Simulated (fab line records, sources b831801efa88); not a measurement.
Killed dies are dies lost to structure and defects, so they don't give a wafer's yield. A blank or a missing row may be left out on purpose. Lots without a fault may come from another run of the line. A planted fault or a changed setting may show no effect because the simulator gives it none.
fab line records | flow sky130 | part 2 of 2: steps 33 to 45 of 45
record lots=5 wafers=15 last_day=50
route steps=708 shown SONOS_ONO@177 GATE_OXIDE@187 POLY_GATE@204 RES_PROTECT@206
lots that met no fault: from a run of the same line without faults
start_h: hours from the record's first day to the start of the lot's first wafer shown | wait_h: hours since the lot's step before | " the same as in the row above | L1.1+2: a row that stands for several wafers | - no value, or no start given | * or withheld: withheld | < > ~ a bound
route shown NAME@n: a module of which the file shows steps, and the number in the route of the first | usual: mean/standard deviation of fault-free wafers | same: alike in all rows | chamber/n: place in a boat | sites: the reading at each site | _std_site: their standard deviation | _edge_site: outer sites' mean less inner sites' | radius_mm: how far each site lies from the wafer's centre | mask NAME#n: copy n | behind: the tool/chamber that last shaped the wafer | hold: why the lot was held/for how many hours/how that ended | device: the transistor (n, p or np) that didn't switch | end of line: the same wafers' tests at the end of the route | a step without rows: its recipe alone | killed: dies lost to structure and defects at the first sort, not the wafer's yield | map: a wafer's dies, x killed, . not, _ none there
set.NAME: the setting as run; set.NAME@STEP: as run at that earlier step | model.NAME: the simulator's own value behind a step, which no gauge read
lots at some steps of the route; a table a step, a row a wafer
services: from which hour (start_h, from the record's first day; less than 0 if before it) a tool's chamber was out of use, for how many hours, and why
## steps
# step SKY_RES_PROTECT_SOFTBAKE_03
# recipe temp_c=90 time_s=60 resist=NOVOLAK
# columns lot.wafer tool chamber start_h wait_h
L074.2+4+5 litho_track-01 0 331.57 0.1
L076.1+5+6 litho_track-01 0 350.80 0.1
L080.1+2+5 litho_track-04 0 382.30 0.1
L082.3+5+6 litho_track-01 0 425.95 0.1
L097.2+3+6 litho_track-04 0 531.77 0.1
# step SKY_RES_PROTECT_EXPOSE_04
# recipe mask_id=RPM na=0.6 source_shape=conventional sigma_outer=0.6 polarization=unpolarized target_cd_nm=1270 dose_mj=131
# columns lot.wafer tool chamber start_h wait_h mask
L074.2+4+5 iline_stepper-02 0 - - RPM#0
L076.1+5+6 iline_stepper-02 0 - - RPM#0
L080.1+2+5 iline_stepper-01 0 - - RPM#0
L082.3+5+6 iline_stepper-01 0 - - RPM#0
L097.2+3+6 iline_stepper-02 0 - - RPM#0
# step SKY_RES_PROTECT_PEB_05
# recipe temp_c=withheld time_s=* resist=NOVOLAK
# columns lot.wafer tool chamber start_h wait_h
L074.2+4+5 litho_track-01 0 - -
L076.1+5+6 litho_track-01 0 - -
L080.1+2+5 litho_track-03 0 - -
L082.3+5+6 litho_track-03 0 - -
L097.2+3+6 litho_track-03 0 - -
# step SKY_RES_PROTECT_DEVELOP_06
# recipe resist=NOVOLAK developer=TMAH develop_time_s=60 dev_temp_c=23
# columns lot.wafer tool chamber start_h wait_h
L074.2+4+5 litho_track-01 0 345.77 0.1
L076.1+5+6 litho_track-01 0 365.05 0.1
L080.1+2+5 litho_track-03 0 397.77 0.1
L082.3+5+6 litho_track-03 0 441.17 0.1
L097.2+3+6 litho_track-03 0 546.50 0.1
# step SKY_POLY_GATE_IMPLANT_02
# recipe species=P energy_kev=30 dose_cm2=7.7e+15 tilt_deg=0
# columns lot.wafer tool chamber start_h wait_h
L074.2+4+5 implanter-02 0 345.92 0.1
L076.1+5+6 implanter-02 0 365.20 0.1
L080.1+2+5 implanter-01 0 397.92 0.1
L082.3+5+6 implanter-03 0 441.32 0.1
L097.2+3+6 implanter-01 0 546.65 0.1
# step SKY_RES_PROTECT_STRIP_07
# recipe chemistry=O2/N2 power_w=1400 pressure_mtorr=1500 platen_temp_c=withheld o2_flow_sccm=3000 n2_flow_sccm=300 overash_fraction=0.5
# usual drypump_motor_current_A=6.1/0.55 o2_flow_sccm=2999/9.5 oes_product_au=0.518/0.0046 strip_time_to_endpoint_s=23.30/0.045
# columns lot.wafer tool chamber start_h wait_h drypump_motor_current_A o2_flow_sccm oes_product_au rf_hours_counter_h strip_time_to_endpoint_s
L074.2 plasma_asher-01 0 346.05 0.1 6.5 2988 0.510 61 23.29
L074.4 " 0 " " 6.5 2988 0.516 - 23.22
L074.5 " 1 " " 5.7 3013 0.511 - 23.20
L076.1 plasma_asher-01 0 365.35 0.1 6.5 3005 0.515 63 23.24
L076.5 " 0 " " 6.4 2989 0.519 - 23.26
L076.6 " 1 " " 5.7 2990 0.524 - 23.30
L080.1 plasma_asher-01 1 398.07 0.1 5.7 2994 0.519 65 23.30
L080.2 " 0 " " 6.5 2989 0.521 65 23.31
L080.5 " 0 " " 6.5 3002 0.520 - 23.32
L082.3 plasma_asher-02 1 441.46 0.1 6.6 3005 0.515 - 23.30
L082.5 " 0 " " 5.1 3010 0.516 - 23.34
L082.6 " 1 " " 6.6 2990 0.523 - 23.29
L097.2 plasma_asher-01 0 546.77 0.1 6.5 2997 0.524 11 23.33
L097.3 " 0 " " 6.5 2985 0.520 - 23.38
L097.6 " 0 " " 6.5 2996 0.520 - 23.38
# step SKY_RES_PROTECT_TW_MEAS_08
# usual POLY_GATE_TW=4051/22
# columns lot.wafer tool chamber start_h wait_h POLY_GATE_TW
L074.2 film_metro-04 - 346.16 0.1 4079
L074.4 " - " " 4064
L074.5 " - " " 4059
L076.1 film_metro-03 - 365.45 0.1 4057
L076.5 " - " " 4059
L076.6 " - " " 4068
L080.1 film_metro-02 - 398.17 0.1 4025
L080.2 " - " " 4029
L080.5 " - " " 4032
L082.3 film_metro-02 - 441.54 0.1 4070
L082.5 " - " " 4062
L082.6 " - " " 4077
L097.2 film_metro-02 - 546.88 0.1 4061
L097.3 " - " " 4036
L097.6 " - " " 4056
# step SKY_RES_PROTECT_CLEAN_09
# recipe chemistry=SC1/SC2 mix=1:4:20 temp_c=70 time_s=150 dry=n2_spin
# columns lot.wafer tool chamber start_h wait_h
L074.2+4+5 wet_bench-02 1 346.21 0.0
L076.1+5+6 wet_bench-02 0 365.51 0.1
L080.1+2+5 wet_bench-03 0 398.23 0.1
L082.3+5+6 wet_bench-02 1 441.58 0.0
L097.2+3+6 wet_bench-02 3 546.93 0.0
# step SKY_POLY_GATE_CVD_03
# recipe material=Si3N4 precursor=DCS/NH3 target_thk_nm=75 temp_c=770 time_s=1290 pressure_mtorr=250
# usual spike_tc_centre_C=771.1/2 zone_power_top_pct=30.4/2.5
# columns lot.wafer tool chamber start_h wait_h spike_tc_centre_C zone_power_top_pct
L074.2 lpcvd-02 0 348.59 2.3 774.5 27.2
L074.4 " 0 " " 773.8 27.4
L074.5 " 0 " " 774.4 27.1
L076.1 lpcvd-02 1 365.56 0.0 770.2 32.2
L076.5 " 1 " " 769.5 32.7
L076.6 " 1 " " 770.5 32.3
L080.1 lpcvd-02 0 399.37 1.1 771.8 28.0
L080.2 " 0 " " 772.9 26.7
L080.5 " 0 " " 773.5 27.0
L082.3 lpcvd-02 1 441.64 0.0 770.5 31.8
L082.5 " 1 " " 769.3 32.2
L082.6 " 1 " " 770.5 32.0
L097.2 lpcvd-02 1 547.47 0.5 768.8 31.7
L097.3 " 1 " " 769.2 32.2
L097.6 " 1 " " 768.2 32.1
# step SKY_POLY_GATE_THK_MEAS_04
# recipe reads=Si3N4_of_POLY_GATE_CVD_03
# usual POLY_GATE_CVD_03_THK=75.2/0.76
# columns lot.wafer tool chamber start_h wait_h POLY_GATE_CVD_03_THK[nm]
L074.2 film_metro-01 - 349.96 0.0 73.5
L074.4 " - " " 73.6
L074.5 " - " " 73.5
L076.1 film_metro-01 - 366.91 0.0 74.6
L076.5 " - " " 75.1
L076.6 " - " " 74.5
L080.1 film_metro-02 - 400.73 0.0 74.9
L080.2 " - " " 75.0
L080.5 " - " " 75.1
L082.3 film_metro-01 - 443.02 0.0 76.3
L082.5 " - " " 75.6
L082.6 " - " " 75.1
L097.2 film_metro-04 - 548.84 0.0 75.7
L097.3 " - " " 75.4
L097.6 " - " " 75.3
# step SKY_POLY_GATE_DEHYDRATE_05
# recipe temp_c=200 time_s=60
# columns lot.wafer tool chamber start_h wait_h
L074.2+4+5 litho_track-03 0 363.85 13.9
L076.1+5+6 litho_track-02 0 380.53 13.6
L080.1+2+5 litho_track-02 0 415.43 14.7
L082.3+5+6 litho_track-03 0 457.82 14.8
L097.2+3+6 litho_track-04 0 563.72 14.9
# step SKY_POLY_GATE_HMDS_06
# recipe prime_time_s=60 prime_temp_c=120
# columns lot.wafer tool chamber start_h wait_h
L074.2+4+5 litho_track-03 0 364.00 0.1
L076.1+5+6 litho_track-02 0 380.68 0.1
L080.1+2+5 litho_track-02 0 415.58 0.1
L082.3+5+6 litho_track-03 0 457.97 0.1
L097.2+3+6 litho_track-04 0 563.87 0.1
# step SKY_POLY_GATE_COAT_07
# recipe resist=BARC temp_c=withheld time_s=withheld spin_rpm=3000 resist_thk_nm=110
# columns lot.wafer tool chamber start_h wait_h
L074.2+4+5 litho_track-03 0 364.15 0.1
L076.1+5+6 litho_track-02 0 380.83 0.1
L080.1+2+5 litho_track-02 0 415.73 0.1
L082.3+5+6 litho_track-03 0 458.12 0.1
L097.2+3+6 litho_track-04 0 564.02 0.1
## services
# columns tool chamber start_h hours kind
iline_stepper-02 - 254.39 0.8 repair
furnace-01 - 256.25 4.0 pm
plasma_asher-01 - 267.08 24.0 pm
iline_stepper-01 - 270.68 1.7 pm
iline_stepper-02 - 274.67 4.5 repair
plasma_asher-01 - 307.36 0.4 repair
furnace-02 - 313.25 4.0 pm
iline_stepper-02 - 327.64 1.8 repair
wet_bench-01 - 329.06 0.9 repair
lpcvd-02 - 329.30 0.4 repair
furnace-01 - 355.33 3.4 pm
furnace-02 - 364.59 3.5 pm
iline_stepper-02 - 380.04 1.1 repair
iline_stepper-01 - 396.37 2.1 pm
lpcvd-02 - 416.76 0.3 repair
plasma_asher-01 - 421.25 9.0 pm
iline_stepper-02 - 422.07 1.7 pm
furnace-02 - 464.25 4.3 repair
plasma_asher-01 - 487.41 1.3 repair
iline_stepper-01 - 488.86 1.7 pm
furnace-01 - 523.11 2.7 pm
furnace-02 - 531.58 3.7 pm
furnace-01 - 538.03 3.6 pm
plasma_asher-01 - 541.57 2.7 repair
